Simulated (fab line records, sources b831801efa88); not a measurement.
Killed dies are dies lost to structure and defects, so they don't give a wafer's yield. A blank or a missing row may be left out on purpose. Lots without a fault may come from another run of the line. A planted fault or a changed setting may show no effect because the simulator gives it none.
fab line records | flow sky130
record lots=6 wafers=18 last_day=50
route steps=708 shown LDD_P@264 LDD_HVN@267 LDD_HVP@278 LDD_LDN@289
lots that met no fault: from a run of the same line without faults
start_h: hours from the record's first day to the start of the lot's first wafer shown | wait_h: hours since the lot's step before | " the same as in the row above | L1.1+2: a row that stands for several wafers | - no value, or no start given | * or withheld: withheld | < > ~ a bound
route shown NAME@n: a module of which the file shows steps, and the number in the route of the first | usual: mean/standard deviation of fault-free wafers | same: alike in all rows | chamber/n: place in a boat | sites: the reading at each site | _std_site: their standard deviation | _edge_site: outer sites' mean less inner sites' | radius_mm: how far each site lies from the wafer's centre | mask NAME#n: copy n | behind: the tool/chamber that last shaped the wafer | hold: why the lot was held/for how many hours/how that ended | device: the transistor (n, p or np) that didn't switch | end of line: the same wafers' tests at the end of the route | a step without rows: its recipe alone | killed: dies lost to structure and defects at the first sort, not the wafer's yield | map: a wafer's dies, x killed, . not, _ none there
set.NAME: the setting as run; set.NAME@STEP: as run at that earlier step | model.NAME: the simulator's own value behind a step, which no gauge read
lots at some steps of the route; a table a step, a row a wafer
services: from which hour (start_h, from the record's first day; less than 0 if before it) a tool's chamber was out of use, for how many hours, and why
## steps
# step SKY_LDD_P_IMPLANT_09
# recipe species=BF2 energy_kev=25 dose_cm2=1e+13 tilt_deg=withheld
# step SKY_LDD_P_STRIP_10
# recipe chemistry=O2/N2 power_w=1400 pressure_mtorr=1500 platen_temp_c=withheld o2_flow_sccm=3000 n2_flow_sccm=300 overash_fraction=0.5
# usual chamber_pressure_mTorr=1499.8/1.4 drypump_motor_current_A=5.54/0.27 oes_product_au=0.715/0.0046 strip_time_to_endpoint_s=14.20/0.039
# columns lot.wafer tool chamber start_h wait_h chamber_pressure_mTorr drypump_motor_current_A oes_product_au rf_hours_counter_h strip_time_to_endpoint_s
L408.3 plasma_asher-03 0 453.16 0.1 1502.4 5.20 0.724 - 14.27
L408.4 " 1 " " 1498.7 5.43 0.722 - 14.23
L408.6 " 0 " " 1499.5 5.19 0.712 - 14.26
L411.2 plasma_asher-03 1 484.36 0.1 1500.4 5.45 0.707 37 14.19
L411.3 " 0 " " 1500.1 5.19 0.717 - 14.20
L411.5 " 0 " " 1497.9 5.21 0.710 - 14.23
L412.4 plasma_asher-02 1 484.70 0.1 1499.4 5.76 0.717 - 14.24
L412.5 " 1 " " 1499.3 5.82 0.705 - 14.19
L412.6 " 0 " " 1498.5 5.98 0.718 - 14.26
L428.2 plasma_asher-03 1 622.73 0.1 1498.4 5.45 0.721 52 14.09
L428.4 " 1 " " 1502.4 5.44 0.720 - 14.10
L428.5 " 0 " " 1499.1 5.17 0.720 - 14.13
L429.1 plasma_asher-04 1 626.86 0.1 1501.9 5.65 0.717 15 14.20
L429.2 " 0 " " 1501.4 5.42 0.711 15 14.21
L429.4 " 0 " " 1497.4 5.43 0.712 - 14.17
L430.2 plasma_asher-03 0 636.01 0.1 1499.4 5.17 0.728 54 14.19
L430.3 " 0 " " 1499.8 5.19 0.719 - 14.22
L430.5 " 1 " " 1497.8 5.45 0.712 - 14.19
# step SKY_LDD_P_TW_MEAS_11
# usual LDD_P_TW=634/3.6
# columns lot.wafer tool chamber start_h wait_h LDD_P_TW
L408.3 film_metro-04 - 453.25 0.1 637
L408.4 " - " " 636
L408.6 " - " " 636
L411.2 film_metro-01 - 484.47 0.1 630
L411.3 " - " " 631
L411.5 " - " " 636
L412.4 film_metro-04 - 484.79 0.1 640
L412.5 " - " " 638
L412.6 " - " " 639
L428.2 film_metro-01 - 622.84 0.1 637
L428.4 " - " " 633
L428.5 " - " " 634
L429.1 film_metro-01 - 626.96 0.1 631
L429.2 " - " " 634
L429.4 " - " " 633
L430.2 film_metro-04 - 636.12 0.1 636
L430.3 " - " " 634
L430.5 " - " " 633
# step SKY_LDD_HVN_DEHYDRATE_00
# recipe temp_c=200 time_s=60
# step SKY_LDD_HVN_HMDS_01
# recipe prime_time_s=60 prime_temp_c=120
# step SKY_LDD_HVN_COAT_02
# recipe resist=NOVOLAK spin_rpm=3000 resist_thk_nm=300
# step SKY_LDD_HVN_SOFTBAKE_03
# recipe temp_c=90 time_s=60 resist=NOVOLAK
# step SKY_LDD_HVN_EXPOSE_04
# recipe mask_id=HVNTM na=0.6 source_shape=conventional sigma_outer=0.6 polarization=unpolarized target_cd_nm=700 dose_mj=127
# step SKY_LDD_HVN_PEB_05
# recipe temp_c=withheld time_s=* resist=NOVOLAK
# step SKY_LDD_HVN_DEVELOP_06
# recipe resist=NOVOLAK developer=TMAH develop_time_s=60 dev_temp_c=23
# step SKY_LDD_HVN_OVL_MEAS_07
# usual LDD_HVN_OVL=-0.7/1.3
# columns lot.wafer tool chamber start_h wait_h LDD_HVN_OVL[nm]
L408.3 overlay-01 - 483.96 0.1 -2.1
L408.4 " - " " -2.7
L408.6 " - " " -0.6
L411.2 overlay-02 - 515.43 0.1 -1.3
L411.3 " - " " 1.7
L411.5 " - " " 0.5
L412.4 overlay-01 - 515.46 0.1 -1.2
L412.5 " - " " -0.5
L412.6 " - " " -2.0
L428.2 overlay-01 - 650.87 0.1 1.1
L428.4 " - " " 1.9
L428.5 " - " " 2.2
L429.1 overlay-01 - 654.72 0.1 -0.2
L429.2 " - " " -2.7
L429.4 " - " " -1.2
L430.2 overlay-02 - 662.83 0.1 -1.4
L430.3 " - " " -3.9
L430.5 " - " " -3.3
# step SKY_LDD_HVN_IMPLANT_08
# recipe species=P energy_kev=60 dose_cm2=3e+13 tilt_deg=40
# step SKY_LDD_HVN_STRIP_09
# recipe chemistry=O2/N2 power_w=1400 pressure_mtorr=1500 platen_temp_c=withheld o2_flow_sccm=3000 n2_flow_sccm=300 overash_fraction=0.5
# usual chamber_pressure_mTorr=1499.8/1.4 drypump_motor_current_A=5.8/0.46 oes_product_au=0.408/0.0046 strip_time_to_endpoint_s=4.138/0.018
# columns lot.wafer tool chamber start_h wait_h chamber_pressure_mTorr drypump_motor_current_A oes_product_au rf_hours_counter_h strip_time_to_endpoint_s model.NOVOLAK_of_LDD_HVN_COAT_02.thk_nm
L408.3 plasma_asher-02 0 484.16 0.1 1499.2 6.0 0.406 - 4.131 0
L408.4 " 1 " " 1500.3 5.9 0.412 - 4.126 0
L408.6 " 1 " " 1499.7 5.8 0.414 - 4.125 0
L411.2 plasma_asher-03 0 515.61 0.1 1499.8 5.2 0.415 41 4.160 0
L411.3 " 0 " " 1501.0 5.2 0.404 - 4.167 0
L411.5 " 0 " " 1500.7 5.2 0.406 - 4.170 0
L412.4 plasma_asher-01 1 515.66 0.1 1498.8 5.3 0.403 - 4.128 0
L412.5 " 1 " " 1499.3 5.3 0.406 - 4.113 0
L412.6 " 0 " " 1502.3 6.6 0.417 - 4.104 0
L428.2 plasma_asher-02 1 651.05 0.1 - - - - - 300
L428.4 " 1 " " - - - - - 300.4
L428.5 " 0 " " - - - - - 300.2
L429.1 plasma_asher-02 1 654.91 0.1 - - - - - 298.8
L429.2 " 0 " " - - - - - 301
L429.4 " 0 " " - - - - - 298.9
L430.2 plasma_asher-03 1 663.01 0.1 1497.4 5.4 0.410 57 4.161 0
L430.3 " 1 " " 1500.8 5.4 0.409 - 4.157 0
L430.5 " 0 " " 1500.5 5.2 0.409 - 4.170 0
# step SKY_LDD_HVN_TW_MEAS_10
# usual LDD_HVN_TW=1434/6.5
# columns lot.wafer tool chamber start_h wait_h LDD_HVN_TW
L408.3 film_metro-02 - 484.25 0.1 1430
L408.4 " - " " 1430
L408.6 " - " " 1418
L411.2 film_metro-01 - 515.72 0.1 1428
L411.3 " - " " 1426
L411.5 " - " " 1424
L412.4 film_metro-02 - 515.76 0.1 1421
L412.5 " - " " 1428
L412.6 " - " " 1418
L428.2 film_metro-02 - 651.16 0.1 1438
L428.4 " - " " 1433
L428.5 " - " " 1428
L429.1 film_metro-02 - 655.01 0.1 1437
L429.2 " - " " 1441
L429.4 " - " " 1436
L430.2 film_metro-03 - 663.12 0.1 1445
L430.3 " - " " 1443
L430.5 " - " " 1440
# step SKY_LDD_HVP_DEHYDRATE_00
# recipe temp_c=200 time_s=60
# step SKY_LDD_HVP_HMDS_01
# recipe prime_time_s=60 prime_temp_c=120
# step SKY_LDD_HVP_COAT_02
# recipe resist=NOVOLAK spin_rpm=3000 resist_thk_nm=300
# step SKY_LDD_HVP_SOFTBAKE_03
# recipe temp_c=90 time_s=62.16 resist=NOVOLAK
# usual plate_sensor_t_centre_C=90.756/0.01 plate_sensor_t_edge_C=90.829/0.011
# columns lot.wafer tool chamber start_h wait_h plate_sensor_t_centre_C plate_sensor_t_edge_C
L408.3 litho_track-01 0 500.12 0.1 90.744 90.819
L408.4 " 0 " " 90.752 90.838
L408.6 " 0 " " 90.742 90.836
L411.2 litho_track-03 0 531.35 0.1 90.768 90.828
L411.3 " 0 " " 90.770 90.815
L411.5 " 0 " " 90.755 90.841
L412.4 litho_track-02 0 531.93 0.1 90.748 90.825
L412.5 " 0 " " 90.760 90.812
L412.6 " 0 " " 90.756 90.815
L428.2 litho_track-02 0 663.68 0.1 90.751 90.828
L428.4 " 0 " " 90.750 90.820
L428.5 " 0 " " 90.750 90.802
L429.1 litho_track-01 0 667.82 0.1 90.763 90.818
L429.2 " 0 " " 90.748 90.824
L429.4 " 0 " " 90.762 90.834
L430.2 litho_track-02 0 674.78 0.1 90.764 90.824
L430.3 " 0 " " 90.777 90.834
L430.5 " 0 " " 90.762 90.837
# step SKY_LDD_HVP_EXPOSE_04
# recipe mask_id=HVPTM na=0.6 source_shape=conventional sigma_outer=0.6 polarization=unpolarized target_cd_nm=700 dose_mj=86
# step SKY_LDD_HVP_PEB_05
# recipe temp_c=withheld time_s=* resist=NOVOLAK
# step SKY_LDD_HVP_DEVELOP_06
# recipe resist=NOVOLAK developer=TMAH develop_time_s=60 dev_temp_c=23
# step SKY_LDD_HVP_OVL_MEAS_07
# usual LDD_HVP_OVL=0.0/1.3
# columns lot.wafer tool chamber start_h wait_h LDD_HVP_OVL[nm]
L408.3 overlay-02 - 515.13 0.1 -3.5
L408.4 " - " " -0.1
L408.6 " - " " -1.5
L411.2 overlay-01 - 546.28 0.1 -0.5
L411.3 " - " " 0.1
L411.5 " - " " -1.1
L412.4 overlay-02 - 546.94 0.1 0.6
L412.5 " - " " 1.3
L412.6 " - " " 2.7
L428.2 overlay-02 - 675.81 0.1 -0.8
L428.4 " - " " -2.0
L428.5 " - " " 0.6
L429.1 overlay-01 - 679.22 0.1 1.7
L429.2 " - " " 1.9
L429.4 " - " " 0.8
L430.2 overlay-02 - 685.61 0.1 -0.4
L430.3 " - " " 0.8
L430.5 " - " " -1.0
# step SKY_LDD_HVP_IMPLANT_08
# recipe species=B energy_kev=20 dose_cm2=1.7e+13 tilt_deg=17.9
# step SKY_LDD_HVP_STRIP_09
# recipe chemistry=O2/N2 power_w=1400 pressure_mtorr=1500 platen_temp_c=withheld o2_flow_sccm=3000 n2_flow_sccm=300 overash_fraction=0.5
# usual chamber_pressure_mTorr=1500.2/1.3 drypump_motor_current_A=5.8/0.46 oes_product_au=0.409/0.0045 strip_time_to_endpoint_s=4.139/0.016
# columns lot.wafer tool chamber start_h wait_h chamber_pressure_mTorr drypump_motor_current_A oes_product_au rf_hours_counter_h strip_time_to_endpoint_s
L408.3 plasma_asher-01 1 515.34 0.1 1501.3 5.3 0.408 - 4.116
L408.4 " 0 " " 1502.1 6.6 0.415 - 4.116
L408.6 " 0 " " 1499.3 6.6 0.404 - 4.136
L411.2 plasma_asher-04 1 546.46 0.1 1502.9 5.7 0.403 10 4.102
L411.3 " 0 " " 1500.9 5.4 0.404 - 4.114
L411.5 " 0 " " 1498.1 5.4 0.403 - 4.109
L412.4 plasma_asher-04 0 547.14 0.1 1499.0 5.4 0.411 - 4.161
L412.5 " 0 " " 1501.9 5.4 0.422 - 4.130
L412.6 " 1 " " 1499.7 5.6 0.407 - 4.143
L428.2 plasma_asher-01 0 675.99 0.1 1498.3 6.5 0.605 89 8.961
L428.4 " 1 " " 1497.8 5.3 0.609 - 8.980
L428.5 " 0 " " 1499.1 6.6 0.607 - 8.950
L429.1 plasma_asher-01 0 679.41 0.1 1500.9 6.6 0.602 90 8.921
L429.2 " 1 " " 1500.8 5.3 0.609 90 8.992
L429.4 " 1 " " 1499.5 5.3 0.603 - 8.943
L430.2 plasma_asher-04 0 685.79 0.1 1499.4 5.4 0.404 22 4.143
L430.3 " 1 " " 1497.6 5.7 0.419 - 4.132
L430.5 " 0 " " 1499.2 5.4 0.408 - 4.160
# step SKY_LDD_HVP_TW_MEAS_10
# usual LDD_HVP_TW=455.6/2.1
# columns lot.wafer tool chamber start_h wait_h LDD_HVP_TW
L408.3 film_metro-02 - 515.43 0.1 451.5
L408.4 " - " " 451.8
L408.6 " - " " 455.0
L411.2 film_metro-02 - 546.57 0.1 456.1
L411.3 " - " " 452.2
L411.5 " - " " 453.6
L412.4 film_metro-02 - 547.24 0.1 455.0
L412.5 " - " " 452.3
L412.6 " - " " 455.1
L428.2 film_metro-02 - 676.10 0.1 29.8
L428.4 " - " " 29.9
L428.5 " - " " 29.8
L429.1 film_metro-02 - 679.51 0.1 29.9
L429.2 " - " " 29.8
L429.4 " - " " 29.9
L430.2 film_metro-02 - 685.90 0.1 455.1
L430.3 " - " " 454.9
L430.5 " - " " 454.8
# step SKY_LDD_LDN_DEHYDRATE_00
# recipe temp_c=200 time_s=60
## services
# columns tool chamber start_h hours kind
plasma_asher-04 - 430.25 10.0 pm
plasma_asher-04 0 430.25 - clean
plasma_asher-04 1 430.25 - clean
plasma_asher-04 - 437.79 3.2 repair
plasma_asher-04 - 502.54 2.8 repair
plasma_asher-02 - 517.72 2.8 pm
plasma_asher-04 - 559.68 28.0 repair
plasma_asher-01 - 648.58 1.3 repair
plasma_asher-02 - 663.39 2.6 repair
plasma_asher-02 - 681.62 0.6 repair
## key
first_sign step=SKY_LDD_HVN_STRIP_09 reading=tool_record direction=missing
effect step=SKY_LDD_HVP_STRIP_09 reading=strip_time_to_endpoint_s direction=up sigmas=99+ usual=* struck=*
effect step=SKY_LDD_HVP_TW_MEAS_10 reading=LDD_HVP_TW direction=down sigmas=99+ usual=455.6 struck=29.8
model_effect step=SKY_LDD_HVN_STRIP_09 value=NOVOLAK_of_LDD_HVN_COAT_02.thk_nm without=0 struck=299.9
met_at SKY_LDD_HVN_STRIP_09
struck_wafers L428.2,L428.4,L428.5,L429.1,L429.2,L429.4
sort_left_out L428.2,L428.4,L428.5,L429.1,L429.2,L429.4
tester_left_out L428,L429
onset_between 484.16 651.05
fault kind=skipped_step_whole tool=plasma_asher-02 chamber=- onset_h=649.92 steps=SKY_LDD_HVN_STRIP_09 scope=struck_lots_only
# tester_left_out: of these lots the tester's yield and bins aren't shown, on N5 and GAA mostly nor the transistor test; their killed dies are dies lost to structure and defects alone, not to doping, threshold or leakage, so they don't give the yield
# sort_left_out: the simulated sort isn't trusted on such a fault, so these wafers' sort isn't shown, and their yield isn't known
